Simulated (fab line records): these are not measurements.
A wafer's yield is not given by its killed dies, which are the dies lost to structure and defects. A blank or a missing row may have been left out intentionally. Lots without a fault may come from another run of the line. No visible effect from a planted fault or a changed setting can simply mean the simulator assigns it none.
Matching of chambers	flow sky130	rie-diel-03 running SKY_VIA3_ETCH_15: 4 sister chambers
The step etches SiO2 in C4F8/O2/Ar, stops on TiN, target depth 507 nm, time 78 s. 24 wafers are shown with their chamber, then 12 later ones without.

WAFERS WITH THEIR CHAMBER
wafer	chamber	oes-product-au (a.u.)
L077.3	1	0.929
L077.4	2	0.934
L077.5	1	0.941
L079.1	0	0.934
L079.2	1	0.929
L079.3	2	0.945
L079.4	3	0.932
L079.5	0	0.929
L079.6	3	0.936
L078.1	2	0.930
L078.2	0	0.932
L078.3	3	0.938
L078.4	1	0.930
L078.5	3	0.940
L078.6	2	0.939
L080.1	3	0.943
L080.3	1	0.932
L080.6	3	0.939
L084.3	3	0.934
L084.5	2	0.939
L084.6	1	0.936
L087.2	2	0.940
L087.3	0	0.934
L087.6	3	0.936

SIGNATURES, as means of the wafers listed above
reading	chamber 0	chamber 1	chamber 2	chamber 3	scatter within a chamber
oes-product-au	0.93225	0.93283	0.93783	0.93725	0.00419
Rule: for each reading, subtract the chamber's mean from the wafer's reading, divide by that reading's scatter and square the result; add these up over the readings and take the root, which gives the wafer's distance from the chamber. If the next closest chamber is less than 2 further off than the closest, the wafer can't be placed; otherwise it belongs to the closest. The scatter: the root of (the sum of the squares of (reading less its chamber's mean) over the shown wafers, divided by (wafers less chambers)).

WAFERS MISSING THEIR CHAMBER
wafer	oes-product-au (a.u.)
L090.1	0.940
L090.2	0.937
L090.6	0.936
L091.1	0.933
L091.3	0.944
L091.5	0.941
L093.1	0.943
L093.2	0.933
L093.3	0.934
L093.4	0.930
L093.5	0.945
L093.6	0.931

WHICH CHAMBER EACH WENT THROUGH
wafer	from the rows above	in truth
L090.1	can't be placed: 2 or 3 or 1 or 0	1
L090.2	can't be placed: 3 or 2 or 1 or 0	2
L090.6	can't be placed: 3 or 2 or 1 or 0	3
L091.1	can't be placed: 1 or 0 or 3 or 2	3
L091.3	can't be placed: 2 or 3 or 1 or 0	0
L091.5	can't be placed: 2 or 3 or 1 or 0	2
L093.1	can't be placed: 2 or 3 or 1 or 0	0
L093.2	can't be placed: 1 or 0 or 3 or 2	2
L093.3	can't be placed: 1 or 0 or 3 or 2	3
L093.4	can't be placed: 0 or 1 or 3 or 2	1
L093.5	can't be placed: 2 or 3 or 1 or 0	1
L093.6	can't be placed: 0 or 1 or 3 or 2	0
Correct placement for 0 of the 12. Unplaceable from these rows: 12, with the true chamber sitting among the candidates in 12. 0 placed wrongly.
